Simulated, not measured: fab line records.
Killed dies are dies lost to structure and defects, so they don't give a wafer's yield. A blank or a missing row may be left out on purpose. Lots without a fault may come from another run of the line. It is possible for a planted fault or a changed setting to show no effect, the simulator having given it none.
A single fault, viewed from 2 desks + flow sfq line + each desk has only its own numbers; what lay behind them comes last

THE TOOL OWNER'S DESK: krf scanner-02
The tool's own readings at SFQ_TRILAYER_M1_LITHO_EXPOSE_040 (exposes mask M1, target cd 500 nm): means of the sampled wafers that have a number, for each lot that ran on this tool. A lot is out of limits, marked OUT, if its mean lies more than 4 standard deviations from the usual mean; the brackets give that distance.
Columns: A = exposure dose mJ cm2 at SFQ_TRILAYER_M1_LITHO_EXPOSE_040, usual 14.403; B = focus offset nm at SFQ_TRILAYER_M1_LITHO_EXPOSE_040, usual 0.0 nm; C = reticle temp C at SFQ_TRILAYER_M1_LITHO_EXPOSE_040, usual 23.01 C; D = stage vel mm s at SFQ_TRILAYER_M1_LITHO_EXPOSE_040, usual 500.07 mm/s
| lot  | first seen here | A      | B    | C     | D      |
|------|-----------------|--------|------|-------|--------|
| L594 | day 22 07:16    | 14.383 | -0.3 | 22.88 | 499.86 |
| L601 | day 26 13:31    | 14.391 | -0.2 | 23.06 | 500.46 |
| L606 | day 28 07:11    | 14.401 | 0.8  | 23.07 | 500.20 |
| L607 | day 28 18:59    | 14.408 | 0.3  | 23.12 | 500.22 |
| L608 | day 28 21:23    | 14.409 | 0.9  | 23.01 | 500.10 |
| L609 | day 29 01:11    | 14.383 | 0.0  | 23.06 | 500.13 |
| L610 | day 29 05:47    | 14.421 | -0.1 | 23.04 | 499.98 |
This desk's finding: nothing out of limits on any of the 7 lots.

THE METROLOGY DESK
Lot by lot, what the gauges showed, no matter which tool ran the lot: averages of those sampled wafers that carry a number. A lot is out of limits, marked OUT, if its mean lies more than 4 standard deviations from the usual mean; the brackets give that distance.
Columns: A = M3_OVL at SFQ_M3_OVL_MEAS_921, usual -1 nm
| lot  | first seen here | A  |
|------|-----------------|----|
| L594 | day 36 21:36    | 1  |
| L601 | day 45 07:35    | 6  |
| L606 | day 46 02:47    | 6  |
| L607 | day 46 04:36    | -1 |
| L608 | day 46 06:23    | -1 |
| L609 | day 46 10:35    | -2 |
| L610 | day 46 12:23    | 1  |
| L611 | day 46 17:47    | -1 |
| L612 | day 51 11:25    | -5 |
| L613 | day 51 22:02    | -9 |
| L614 | day 52 05:13    | -3 |
| L617 | day 52 18:59    | -4 |
This desk's finding: nothing out of limits on any of the 12 lots.

ALL TOGETHER
Nothing out of limits was seen by the tool owner's desk.
The metrology desk saw nothing out of limits.

WHAT HAD BEEN PUT IN BY THE SIMULATOR
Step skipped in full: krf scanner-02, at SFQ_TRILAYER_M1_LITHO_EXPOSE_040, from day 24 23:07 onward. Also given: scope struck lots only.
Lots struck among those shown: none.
